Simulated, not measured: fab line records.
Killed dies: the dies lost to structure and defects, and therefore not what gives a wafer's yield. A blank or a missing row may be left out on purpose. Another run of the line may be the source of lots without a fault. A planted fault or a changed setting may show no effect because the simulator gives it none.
Which tool was responsible? | flow gf180mcu | 10 lots with 30 wafers sampled at 2 steps, on a route of 602 steps

== WHAT EACH GAUGE READ, for each wafer ==
GF_V1_THK_MEAS_01.
lot  | measured     | on            | V1_CVD_00_THK (nm)
L230 | day 19 12:15 | film_metro-02 | 598 600 604
L231 | day 19 15:11 | film_metro-03 | 605 607 598
L233 | day 20 19:34 | film_metro-03 | 598 604 598
L234 | day 21 03:05 | film_metro-04 | 594 591 590
L235 | day 21 09:33 | film_metro-03 | 599 606 605
L238 | day 22 09:31 | film_metro-04 | 593 596 602
L239 | day 22 20:21 | film_metro-04 | 605 604 601
L240 | day 23 03:13 | film_metro-02 | 605 601 598
L242 | day 23 19:14 | film_metro-02 | 606 609 606
L243 | day 23 21:14 | film_metro-03 | 597 603 607

== TOOL THAT RAN EACH LOT (tool first, then ch and the chambers of the sampled wafers, then the start) ==
lot  | GF_M1_METAL_ETCH_16
L230 | rie_metal-01 ch 0,1, day 19 11:30
L231 | rie_metal-03 ch 0,1, day 19 14:26
L233 | rie_metal-03 ch 0,1, day 20 18:51
L234 | rie_metal-03 ch 0, day 21 02:12
L235 | rie_metal-01 ch 0,1, day 21 08:47
L238 | rie_metal-01 ch 0,1, day 22 08:26
L239 | rie_metal-03 ch 0,1, day 22 19:14
L240 | rie_metal-04 ch 0, day 23 02:23
L242 | rie_metal-01 ch 0,1, day 23 18:29
L243 | rie_metal-03 ch 0,1, day 23 20:29
- GF_M1_METAL_ETCH_16: etches the open film in Cl2/BCl3, stops on SiO2, target depth 750.8 nm, time 125.1 s.

== THE ANSWER, worked out from the rows above alone ==
Rule: usual is defined by the lots themselves. The widest of any qualifying gaps counts: lots, ordered by their means at a reading, are off when they make up no more than a third of the lots, leave a main group of 4 or more, and stand apart from it by 3 or more times the standard deviation of that group's means. A main group whose means are all the same, to the digits that the tables above print for the reading, isn't used. Also off: a lot with no number at a reading for which 4 or more lots have one. Where the step has rows for the other lots, those lots are counted as sound.
None of the lots is off at any reading shown; this tells nothing.

== WHAT THE SIMULATOR HAD PUT IN ==
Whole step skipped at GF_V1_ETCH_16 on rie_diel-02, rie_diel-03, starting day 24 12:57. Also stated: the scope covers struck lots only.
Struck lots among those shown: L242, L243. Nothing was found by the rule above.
